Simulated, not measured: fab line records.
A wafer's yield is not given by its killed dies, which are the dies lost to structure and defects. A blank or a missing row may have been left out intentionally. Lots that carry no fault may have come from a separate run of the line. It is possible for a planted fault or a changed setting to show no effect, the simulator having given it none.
Chamber matching	flow sky130	cmp-02 running SKY_LI_CONTACT_CMP_02: 4 sister chambers
The step polishes PSG. 8 wafers are shown with their chamber, then 12 later ones without.

== WAFERS WITH THEIR CHAMBER ==
wafer	chamber	motor-current-A (A)	time-to-endpoint-s (s)
L085.3	2	10.9	28.7
L087.5	1	12.6	33.6
L088.1	3	12.4	33.8
L088.3	0	10.7	32.8
L088.6	3	11.8	34.2
L089.1	2	11.3	33.3
L089.2	0	10.7	33.1
L089.3	1	12.7	36.5

== WAFERS WITH NO CHAMBER GIVEN ==
wafer	motor-current-A (A)	time-to-endpoint-s (s)
L091.1	11.9	36.5
L091.3	11.1	32.6
L091.5	12.1	35.0
L092.1	11.6	31.6
L092.2	11.1	28.1
L092.6	11.1	31.7
L094.3	12.1	30.8
L094.4	11.0	30.3
L094.5	11.2	24.9
L097.1	11.3	28.4
L097.4	10.0	33.2
L097.5	13.2	33.3

== WHICH CHAMBER EACH WENT THROUGH ==
wafer	from the rows above	in truth
L091.1	can't be placed: 3 or 1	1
L091.3	can't be placed: 2 or 0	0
L091.5	can't be placed: 3 or 1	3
L092.1	can't be placed: 2 or 3 or 0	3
L092.2	can't be placed: 2 or 0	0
L092.6	can't be placed: 2 or 0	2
L094.3	can't be placed: 3 or 1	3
L094.4	can't be placed: 2 or 0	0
L094.5	can't be placed: 2 or 0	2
L097.1	can't be placed: 2 or 0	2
L097.4	can't be placed: 0 or 2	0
L097.5	can't be placed: 1 or 3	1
Placed correctly: 0 of 12. From these rows, 12 cannot be placed; in 12 the true chamber is one of the candidates. 0 placed wrongly.
How it was worked out, from the rows above alone: a wafer's distance from a chamber is the root of the sum, over the readings, of the square of ((its reading less the chamber's mean) divided by the reading's scatter). If the next closest chamber is less than 2 further off than the closest, the wafer can't be placed; otherwise it belongs to the closest. Each chamber's mean is taken over the wafers shown for it. The scatter: the root of (the sum of the squares of (reading less its chamber's mean) over the shown wafers, divided by (wafers less chambers)).
